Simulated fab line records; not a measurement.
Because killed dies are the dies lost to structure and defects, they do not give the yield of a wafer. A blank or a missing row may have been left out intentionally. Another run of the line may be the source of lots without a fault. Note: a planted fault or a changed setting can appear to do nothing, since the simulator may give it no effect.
Which tool did it? ; flow sky130 ; Sampling: 12 lots, 36 wafers, 5 of 708 route steps

## WHAT EACH GAUGE READ, for each wafer
Not one reading of a measure or inspect step in the record can be checked against a usual standard deviation.

## TOOL THAT RAN EACH LOT (tool first, then ch and the chambers of the sampled wafers, then the start)
lot;SKY_VIA2_CMP_24;SKY_METAL3_SPUTTER_00;SKY_METAL3_SPUTTER_03;SKY_METAL3_SOFTBAKE_09;SKY_PAD_OPEN_PROBE_99
L734;cmp-02 ch 1,2,3, day 36 10:32;pvd-sputter-02, day 36 10:50;pvd-sputter-02, day 36 10:55;litho-track-04 ch 0, day 38 01:00;prober-02, day 45 19:08
L737;cmp-02 ch 0,1,2, day 37 04:25;pvd-sputter-01, day 37 04:34;pvd-sputter-01, day 37 04:39;litho-track-01 ch 0, day 38 19:00;prober-02, day 46 10:53
L736;cmp-02 ch 0,1, day 37 06:20;pvd-sputter-02, day 37 06:38;pvd-sputter-02, day 37 06:43;litho-track-01 ch 0, day 38 21:00;prober-01, day 46 12:38
L738;cmp-02 ch 0,1, day 37 09:11;pvd-sputter-01, day 37 09:29;pvd-sputter-01, day 37 09:34;litho-track-04 ch 0, day 39 00:00;prober-02, day 46 13:35
L739;cmp-01 ch 1,3, day 37 20:47;pvd-sputter-01, day 37 21:02;pvd-sputter-01, day 37 21:07;litho-track-03 ch 0, day 39 11:00;prober-01, day 47 00:30
L740;cmp-01 ch 1,2, day 39 03:56;pvd-sputter-03, day 39 04:11;pvd-sputter-03, day 39 04:17;litho-track-04 ch 0, day 40 17:00;prober-01, day 48 02:35
L741;cmp-01 ch 0,1, day 39 06:33;pvd-sputter-02, day 39 06:51;pvd-sputter-02, day 39 06:56;litho-track-03 ch 0, day 40 20:00;prober-02, day 48 04:12
L746;cmp-02 ch 0,1,3, day 40 01:07;pvd-sputter-02, day 40 01:19;pvd-sputter-02, day 40 01:23;litho-track-04 ch 0, day 41 13:00;prober-01, day 48 15:46
L749;cmp-02 ch 0,1,2, day 40 17:58;pvd-sputter-02, day 40 18:10;pvd-sputter-02, day 40 18:15;litho-track-01 ch 0, day 42 07:00;prober-02, day 49 06:02
L751;cmp-02 ch 1,2,3, day 41 06:59;pvd-sputter-03, day 41 07:14;pvd-sputter-03, day 41 07:20;litho-track-01 ch 0, day 42 19:00;prober-02, day 49 13:18
L754;cmp-02 ch 1,2, day 42 03:30;pvd-sputter-03, day 42 03:48;pvd-sputter-03, day 42 03:53;litho-track-04 ch 0, day 43 14:00;prober-01, day 50 04:44
L757;cmp-01 ch 0,1,2, day 42 22:22;pvd-sputter-03, day 42 22:34;pvd-sputter-03, day 42 22:40;litho-track-03 ch 0, day 44 09:00;prober-02, day 50 20:14
- SKY_VIA2_CMP_24: polishes, stops on SiO2, t overpolish 20 s, target thk 0 nm.
- SKY_METAL3_SPUTTER_00: material Ti, target thk 15 nm, time 10 s.
- SKY_METAL3_SPUTTER_03: material Ti, target thk 5 nm, time 3.3 s.
- SKY_METAL3_SOFTBAKE_09: time 90 s.
- SKY_PAD_OPEN_PROBE_99

## AS READ BY THE TOOLS THEMSELVES (means over the sampled wafers that have a number; for cases with no such wafer, the mark the record gives instead)
SKY_VIA2_CMP_24. Usual: head-pressure-psi 3.501 psi, standard deviation 0.0076; motor-current-A 11.4 A, standard deviation 1.7; overpolish-run-s 19.999 s, standard deviation 0.0092; time-to-endpoint-s 103 s, standard deviation 4.8.
lot;tool;head-pressure-psi (psi);motor-current-A (A);overpolish-run-s (s);time-to-endpoint-s (s);flag
L734;cmp-02;3.505;10.7;19.997;103;
L737;cmp-02;3.500;12.2;19.997;106;
L736;cmp-02;3.502;12.2;19.996;104;
L738;cmp-02;3.497;12.5;19.992;105;
L739;cmp-01;3.506;11.2;20.001;97;
L740;cmp-01;3.495;10.8;19.993;103;
L741;cmp-01;3.503;11.5;19.997;97;
L746;cmp-02;3.505;11.6;20.005;106;
L749;cmp-02;3.502;12.3;20.009;103;
L751;cmp-02;3.492;10.3;19.996;109;
L754;cmp-02;3.500;10.5;20.001;108;
L757;cmp-01;3.495;11.2;19.999;98;

SKY_METAL3_SPUTTER_00. Usual: cathode-dc-power-W 3000.0 W, standard deviation 0.57; throttle-valve-pct 29.9 %, standard deviation 1.
lot;tool;cathode-dc-power-W (W);throttle-valve-pct (%);flag
L734;pvd-sputter-02;2999.7;29.3;
L737;pvd-sputter-01;2999.7;29.8;
L736;pvd-sputter-02;2999.7;29.6;
L738;pvd-sputter-01;3000.0;30.4;
L739;pvd-sputter-01;2999.7;30.7;
L740;pvd-sputter-03;3000.1;29.8;
L741;pvd-sputter-02;2999.8;29.3;
L746;pvd-sputter-02;2999.8;29.3;
L749;pvd-sputter-02;3000.5;29.3;
L751;pvd-sputter-03;2999.9;31.1;
L754;pvd-sputter-03;3000.1;29.7;
L757;pvd-sputter-03;3000.9;29.9;

SKY_METAL3_SPUTTER_03. Usual: cathode-dc-power-W 3000.0 W, standard deviation 0.56; throttle-valve-pct 29.9 %, standard deviation 1.
lot;tool;cathode-dc-power-W (W);throttle-valve-pct (%);flag
L734;pvd-sputter-02;3000.4;29.0;
L737;pvd-sputter-01;2999.7;29.9;
L736;pvd-sputter-02;3000.7;29.7;
L738;pvd-sputter-01;3000.1;30.6;
L739;pvd-sputter-01;3000.0;30.4;
L740;pvd-sputter-03;2999.6;29.7;
L741;pvd-sputter-02;3000.2;29.4;
L746;pvd-sputter-02;2999.7;29.2;
L749;pvd-sputter-02;3000.4;29.2;
L751;pvd-sputter-03;3000.0;31.0;
L754;pvd-sputter-03;2999.9;29.7;
L757;pvd-sputter-03;3000.1;29.9;

SKY_METAL3_SOFTBAKE_09. Usual: heater-power-total-W 57.35 W, standard deviation 0.12; plate-temp-C 99.99 C, standard deviation 0.11.
lot;tool;heater-power-total-W (W);plate-temp-C (C);flag
L734;litho-track-04;57.29;99.97;
L737;litho-track-01;57.51;100.07;
L736;litho-track-01;57.25;99.98;
L738;litho-track-04;57.41;99.96;
L739;litho-track-03;57.37;100.13;
L740;litho-track-04;57.36;99.99;
L741;litho-track-03;57.38;99.98;
L746;litho-track-04;57.39;99.93;
L749;litho-track-01;56.42;98.69;OFF
L751;litho-track-01;56.42;98.85;OFF
L754;litho-track-04;57.36;99.93;
L757;litho-track-03;57.23;99.96;

SKY_PAD_OPEN_PROBE_99. Usual: defect-limited-yield 82.4 %, standard deviation 2; killed_at_M0_to_M3 44, standard deviation 7.1; killed_at_M4_up 3, standard deviation 1.6; killed-at-contacts 24, standard deviation 5.4; killed-at-front-end 15, standard deviation 4.7; killed-at-other 0.3, standard deviation 0.51; killed-dies 87, standard deviation 9.9; killed-open 48, standard deviation 7.6; killed-short 39, standard deviation 6.3; sort_bin_3_pad_short 0.9 %, standard deviation 0.39; sort_bin_5_function 10.5 %, standard deviation 1.6; sort_bin_6_memory 6.3 %, standard deviation 1.1; sort-n-pass 405, standard deviation 9.9; sort-yield-pct 82.4 %, standard deviation 2.
lot;tool;defect-limited-yield (%);killed_at_M0_to_M3;killed_at_M4_up;killed-at-contacts;killed-at-front-end;killed-at-other;killed-dies;killed-open;killed-short;sort_bin_3_pad_short (%);sort_bin_5_function (%);sort_bin_6_memory (%);sort-n-pass;sort-yield-pct (%);flag
L734;prober-02;81.8;45;2;26;17;0.3;89;52;38;0.7;10.2;7.2;403;81.8;
L737;prober-02;80.9;49;3;27;15;0.0;94;51;43;0.9;11.3;6.8;398;80.9;
L736;prober-01;82.0;48;4;24;12;0.3;89;46;42;0.7;11.0;6.3;403;82.0;
L738;prober-02;80.8;48;3;30;14;0.3;95;50;45;1.0;11.9;6.4;397;80.8;
L739;prober-01;81.8;43;3;30;13;0.0;90;50;40;0.8;11.0;6.4;402;81.8;
L740;prober-01;83.4;40;3;22;17;0.3;82;42;40;1.1;10.4;5.2;410;83.4;
L741;prober-02;82.3;48;2;23;13;0.3;87;56;31;1.1;10.4;6.2;405;82.3;
L746;prober-01;82.0;43;3;26;16;0.0;88;53;36;1.1;10.9;6.0;404;82.0;
L749;prober-02;84.1;43;2;20;14;0.3;78;38;40;1.2;8.7;6.0;414;84.1;
L751;prober-02;83.6;43;3;22;12;0.0;81;46;35;0.7;9.2;6.5;411;83.6;
L754;prober-01;80.3;47;2;27;21;0.0;97;48;48;1.1;12.0;6.5;395;80.3;
L757;prober-02;82.7;46;3;22;14;0.0;85;46;39;1.0;10.9;5.4;407;82.7;

## THE ANSWER, worked out from the rows above alone
Rule: a lot counts as off when the mean over its wafers that have a number is more than 3 standard deviations away from the usual mean. Also off: a lot with no number at a reading for which 4 or more lots have one. Any other lot the step has rows for is counted as sound. First the gauges in route order, then the tools' own readings, where a lot's mean is used as printed above. The first step at which some lot is off is used, and at that step the reading that is off furthest; a lot without a number counts as furthest.
Off, at SKY_METAL3_SOFTBAKE_09 on plate-temp-C: L749, L751.
A tool fits if, at that step or a process step before it, it ran every lot that is off, and no sound lot after the first of them. One fits: SKY_METAL3_SOFTBAKE_09 on litho-track-01. A fault onset in the window from L736 (day 38 21:00, its last sound lot) to L749 (day 42 07:00, its first lot off) fits.
The tool's own readings at SKY_METAL3_SOFTBAKE_09 bear it out: on the lots that are off they differ by more than 5 times the standard deviation of the sound lots' means. heater-power-total-W reads 56.42 W there against 57.35 W on the sound lots; plate-temp-C reads 98.77 C there against 99.99 C on the sound lots.

## WHAT THE SIMULATOR PUT IN
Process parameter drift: litho-track-01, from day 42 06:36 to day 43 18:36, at SKY_METAL3_SOFTBAKE_09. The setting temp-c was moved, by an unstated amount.
Shown lots that were struck: L749, L751. The rule above reached the same finding.
